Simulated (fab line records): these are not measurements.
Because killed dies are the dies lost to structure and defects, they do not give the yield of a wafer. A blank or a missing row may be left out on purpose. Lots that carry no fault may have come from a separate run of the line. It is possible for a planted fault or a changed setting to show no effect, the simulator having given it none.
fab line records -- flow sky130 -- part 2 of 2: steps 29 to 35 of 35
[record] lots = 5, wafers = 15, last_day = 49
route steps=708 shown CONTACT@423 METAL1@434
lots that met no fault: from a run of the same line without faults
start_h: hours from the record's first day to the start of the lot's first wafer shown -- wait_h: hours since the lot's step before -- " as in the row above -- L1.1+2: several wafers, shown together as one row -- - no value, or no start given -- * or withheld: withheld -- < > ~ a bound
route shown NAME@n: a module of which the file shows steps, and the number in the route of the first -- usual: average and standard deviation across the fault-free wafers -- same: alike in all rows -- chamber/n: place in a boat -- sites: per-site readings -- _std_site: the values' standard deviation -- _edge_site: the outer-site mean with the inner-site mean subtracted -- radius_mm: how far each site lies from the wafer's centre -- mask NAME#n: copy n -- behind: tool/chamber where the wafer was last shaped -- hold: cause of the lot's hold/its duration in hours/its outcome -- device: names the non-switching transistor (n, p or np) -- end of line: the tests these same wafers got at the end of their route -- where a step has no rows: the recipe by itself -- killed: the dies lost at the first sort to structure and to defects; this is not the yield of the wafer -- map: dies across one wafer; x = killed, . = not, _ = none there
set.NAME: the run value of the setting; set.NAME@STEP: its run value at that earlier step -- model.NAME: the simulator's own value behind a step, which no gauge read
certain route steps with their lots: each step a table, each wafer a row
services: the hour from which a tool's chamber was out of use, counted from the record's first day as start_h (under 0 if before that day), plus the number of hours and why
[[steps]]
[step SKY_METAL1_DESCUM_17]
[recipe] chemistry = O2, source_power_w = 150, bias_power_w = 0, pressure_mtorr = 10, temp_c = 40, time_s = 8
[usual] drypump_motor_current_A = 6.0/0.46, oes_product_au = 0.998/0.0085
lot.wafer,tool,chamber,start_h,wait_h,drypump_motor_current_A,oes_product_au,rf_hours_counter_h
L075.2,rie_metal-01,1,772.24,0.0,5.2,0.993,15
L075.4,rie_metal-01,0,772.24,0.0,5.8,0.995,-
L075.5,rie_metal-01,1,772.24,0.0,5.2,0.992,-
L087.2,rie_metal-01,1,885.24,0.0,5.2,0.999,3
L087.3,rie_metal-01,0,885.24,0.0,5.9,0.993,-
L087.5,rie_metal-01,1,885.24,0.0,5.2,0.993,-
L086.2,rie_metal-03,0,886.08,0.0,6.6,0.987,-
L086.3,rie_metal-03,0,886.08,0.0,6.5,0.994,-
L086.5,rie_metal-03,0,886.08,0.0,6.6,0.993,-
L090.1,rie_metal-01,1,891.30,0.0,5.2,0.998,3
L090.2,rie_metal-01,0,891.30,0.0,5.8,0.988,7
L090.6,rie_metal-01,1,891.30,0.0,5.2,1.002,-
L092.1,rie_metal-02,0,896.10,0.0,6.4,1.008,10
L092.2,rie_metal-02,1,896.10,0.0,6.1,0.990,15
L092.5,rie_metal-02,1,896.10,0.0,6.1,0.992,-
[step SKY_METAL1_ETCH_18]
[recipe] chemistry = N2/H2, target = BARC, ion_energy_ev = 200, bias_w = 100, pressure_mtorr = 30, n2_flow_sccm = 100, h2_flow_sccm = 200, icp_w = 500, stop_on = SiO2, time_s = 45.9, target_depth_a = 600
[usual] bias_w = 100.0/0.31, drypump_motor_current_A = 6.0/0.47, n2_flow_sccm = 100.02/0.28, oes_product_au = 0.855/0.0051, throttle_valve_pct = 13.224/0.0091
lot.wafer,tool,chamber,start_h,wait_h,bias_w,drypump_motor_current_A,n2_flow_sccm,oes_product_au,rf_hours_counter_h,throttle_valve_pct
L075.2,rie_metal-01,1,772.27,0.0,99.5,5.2,99.50,0.858,15,13.224
L075.4,rie_metal-01,0,772.27,0.0,99.6,5.9,100.13,0.850,-,13.221
L075.5,rie_metal-01,1,772.27,0.0,99.9,5.2,100.33,0.859,-,13.206
L087.2,rie_metal-01,1,885.27,0.0,99.8,5.2,99.67,0.856,3,13.217
L087.3,rie_metal-01,0,885.27,0.0,99.8,5.9,99.56,0.857,-,13.223
L087.5,rie_metal-01,1,885.27,0.0,99.8,5.2,100.00,0.855,-,13.222
L086.2,rie_metal-03,0,886.15,0.1,99.5,6.5,99.62,0.859,-,13.212
L086.3,rie_metal-03,0,886.15,0.1,98.9,6.6,99.84,0.857,-,13.235
L086.5,rie_metal-03,0,886.15,0.1,99.2,6.5,99.61,0.861,-,13.223
L090.1,rie_metal-01,1,891.34,0.0,99.6,5.2,100.39,0.852,3,13.211
L090.2,rie_metal-01,0,891.34,0.0,99.9,5.9,100.10,0.857,7,13.226
L090.6,rie_metal-01,1,891.34,0.0,100.2,5.2,100.28,0.851,-,13.226
L092.1,rie_metal-02,0,896.14,0.0,99.5,6.4,100.32,0.857,10,13.209
L092.2,rie_metal-02,1,896.14,0.0,100.1,6.1,100.45,0.851,15,13.231
L092.5,rie_metal-02,1,896.14,0.0,99.7,6.1,100.15,0.862,-,13.224
[step SKY_METAL1_METAL_ETCH_19]
[recipe] target_depth_a = 3600, stop_on = SiO2, over_etch_frac = 0.3, time_s = 78, chemistry = Cl2/BCl3, resist_sidewall_deg = 88, pressure_mtorr = 10, icp_w = 900, bias_w = 48.5, Cl2_flow_sccm = 60, bcl3_flow_sccm = 30
[usual] bias_w = 48.51/0.13, drypump_motor_current_A = 6.0/0.46, mfc_cl2_sccm = 60.01/0.2, oes_product_au = 0.853/0.011, throttle_valve_pct = 22.265/0.0089
lot.wafer,tool,chamber,start_h,wait_h,bias_w,drypump_motor_current_A,mfc_cl2_sccm,oes_product_au,rf_hours_counter_h,throttle_valve_pct
L075.2,rie_metal-01,1,772.33,0.0,48.55,5.2,60.06,0.858,15,22.256
L075.4,rie_metal-01,0,772.33,0.0,48.48,5.9,59.82,0.867,-,22.263
L075.5,rie_metal-01,1,772.33,0.0,48.67,5.2,59.88,0.864,-,22.255
L087.2,rie_metal-01,1,885.34,0.0,48.30,5.2,60.09,0.868,3,22.255
L087.3,rie_metal-01,0,885.34,0.0,48.69,5.9,59.78,0.841,-,22.258
L087.5,rie_metal-01,1,885.34,0.0,48.40,5.2,60.43,0.853,-,22.273
L086.2,rie_metal-03,0,886.29,0.1,48.38,6.5,59.98,0.862,-,22.273
L086.3,rie_metal-03,0,886.29,0.1,48.43,6.5,60.10,0.860,-,22.260
L086.5,rie_metal-03,0,886.29,0.1,48.38,6.5,60.32,0.870,-,22.249
L090.1,rie_metal-01,1,891.40,0.0,48.40,5.2,60.03,0.847,3,22.273
L090.2,rie_metal-01,0,891.40,0.0,48.61,5.9,60.08,0.847,7,22.274
L090.6,rie_metal-01,1,891.40,0.0,48.55,5.2,59.79,0.841,-,22.279
L092.1,rie_metal-02,0,896.20,0.0,48.59,6.4,60.12,0.845,10,22.260
L092.2,rie_metal-02,1,896.20,0.0,48.59,6.2,59.97,0.867,15,22.263
L092.5,rie_metal-02,1,896.20,0.0,48.62,6.1,60.22,0.842,-,22.278
[step SKY_METAL1_STRIP_20]
[recipe] chemistry = O2/N2, power_w = 1400, pressure_mtorr = 1500, platen_temp_c = withheld, o2_flow_sccm = 3000, n2_flow_sccm = 300, overash_fraction = 0.5
[usual] drypump_motor_current_A = 5.6/0.44, n2_flow_sccm = 300.1/0.92, oes_product_au = 0.344/0.0051, strip_time_to_endpoint_s = 2.71/0.04
lot.wafer,tool,chamber,start_h,wait_h,drypump_motor_current_A,n2_flow_sccm,oes_product_au,rf_hours_counter_h,strip_time_to_endpoint_s
L075.2,plasma_asher-01,1,772.42,0.1,4.9,299.4,0.350,3,2.74
L075.4,plasma_asher-01,1,772.42,0.1,4.9,298.3,0.351,-,2.76
L075.5,plasma_asher-01,0,772.42,0.1,5.7,299.8,0.345,-,2.72
L087.2,plasma_asher-01,0,885.43,0.1,5.7,300.9,0.344,15,2.70
L087.3,plasma_asher-01,0,885.43,0.1,5.7,300.7,0.349,-,2.76
L087.5,plasma_asher-01,1,885.43,0.1,4.9,299.2,0.344,-,2.70
L086.2,plasma_asher-03,0,886.44,0.1,5.3,300.2,0.337,77,2.73
L086.3,plasma_asher-03,0,886.44,0.1,5.3,299.7,0.349,-,2.72
L086.5,plasma_asher-03,1,886.44,0.1,5.9,300.9,0.354,-,2.75
L090.1,plasma_asher-01,0,891.49,0.1,5.8,299.5,0.338,15,2.67
L090.2,plasma_asher-01,1,891.49,0.1,4.9,299.6,0.337,15,2.73
L090.6,plasma_asher-01,1,891.49,0.1,5.0,300.3,0.341,-,2.70
L092.1,plasma_asher-04,1,896.29,0.1,6.2,299.9,0.336,106,2.67
L092.2,plasma_asher-04,0,896.29,0.1,6.1,300.4,0.346,106,2.70
L092.5,plasma_asher-04,0,896.29,0.1,6.1,299.9,0.349,-,2.72
[step SKY_METAL1_STRIP_21]
[recipe] chemistry = post_etch_residue_remover, time_s = 1200, temp_c = 72.5
[usual] bath_heat_duty_pct = 14.9/1.4
lot.wafer,tool,chamber,start_h,wait_h,bath_heat_duty_pct
L075.2,wet_bench-02,0,772.52,0.1,15.2
L075.4,wet_bench-02,0,772.52,0.1,14.6
L075.5,wet_bench-02,0,772.52,0.1,14.7
L087.2,wet_bench-03,0,885.53,0.1,13.3
L087.3,wet_bench-03,0,885.53,0.1,12.7
L087.5,wet_bench-03,0,885.53,0.1,14.3
L086.2,wet_bench-03,2,886.54,0.1,17.8
L086.3,wet_bench-03,2,886.54,0.1,17.5
L086.5,wet_bench-03,2,886.54,0.1,15.3
L090.1,wet_bench-01,0,891.59,0.1,12.2
L090.2,wet_bench-01,0,891.59,0.1,13.2
L090.6,wet_bench-01,0,891.59,0.1,12.9
L092.1,wet_bench-02,3,896.39,0.1,14.0
L092.2,wet_bench-02,3,896.39,0.1,14.5
L092.5,wet_bench-02,3,896.39,0.1,14.5
[step SKY_METAL1_CLEAN_22]
[recipe] chemistry = IPA, time_s = 180, temp_c = 25
[usual] bath_heat_duty_pct = 6.4/0.6
lot.wafer,tool,chamber,start_h,wait_h,bath_heat_duty_pct
L075.2,wet_bench-01,3,772.87,0.0,6.4
L075.4,wet_bench-01,3,772.87,0.0,6.4
L075.5,wet_bench-01,3,772.87,0.0,6.3
L087.2,wet_bench-02,2,885.87,0.0,6.2
L087.3,wet_bench-02,2,885.87,0.0,6.7
L087.5,wet_bench-02,2,885.87,0.0,7.1
L086.2,wet_bench-02,0,886.88,0.0,6.1
L086.3,wet_bench-02,0,886.88,0.0,7.1
L086.5,wet_bench-02,0,886.88,0.0,6.0
L090.1,wet_bench-02,3,891.93,0.0,5.8
L090.2,wet_bench-02,3,891.93,0.0,6.0
L090.6,wet_bench-02,3,891.93,0.0,6.3
L092.1,wet_bench-01,2,896.73,0.0,6.9
L092.2,wet_bench-01,2,896.73,0.0,5.7
L092.5,wet_bench-01,2,896.73,0.0,6.2
[step SKY_METAL1_CLEAN_23]
[recipe] chemistry = O3/DIW, dry = n2_spin
lot.wafer,tool,chamber,start_h,wait_h
L075.2+4+5,wet_bench-03,1,772.92,0.0
L087.2+3+5,wet_bench-01,1,885.93,0.0
L086.2+3+5,wet_bench-01,3,886.94,0.0
L090.1+2+6,wet_bench-01,0,891.99,0.0
L092.1+2+5,wet_bench-03,1,896.79,0.0
[[services]]
tool,chamber,start_h,hours,kind
rie_diel-02,3,721.32,6.1,repair
rie_diel-02,3,728.41,6.9,repair
pvd_sputter-01,-,729.11,5.1,repair
cmp-01,-,730.36,4.1,pm
plasma_asher-01,-,733.75,9.0,pm
pvd_sputter-03,-,756.71,6.4,repair
pvd_sputter-03,-,766.97,2.8,repair
cmp-01,-,768.11,5.6,pm
cmp-01,-,779.00,8.9,pm
cmp-01,-,790.10,0.9,repair
cmp-01,-,803.22,0.5,repair
krf_scanner-02,-,810.40,5.1,repair
pvd_sputter-03,-,824.89,4.6,repair
krf_scanner-02,-,828.93,3.6,pm
krf_scanner-02,-,835.60,4.4,pm
rie_diel-03,-,837.99,0.5,repair
krf_scanner-02,-,842.02,1.3,pm
krf_scanner-02,-,854.26,0.8,pm
krf_scanner-02,-,857.79,1.0,pm
wet_bench-01,-,858.03,2.3,repair
rie_diel-02,0,859.79,3.9,repair
pvd_sputter-01,-,862.72,5.0,repair
krf_scanner-02,-,887.25,0.3,repair
rie_diel-03,1,893.40,3.9,repair
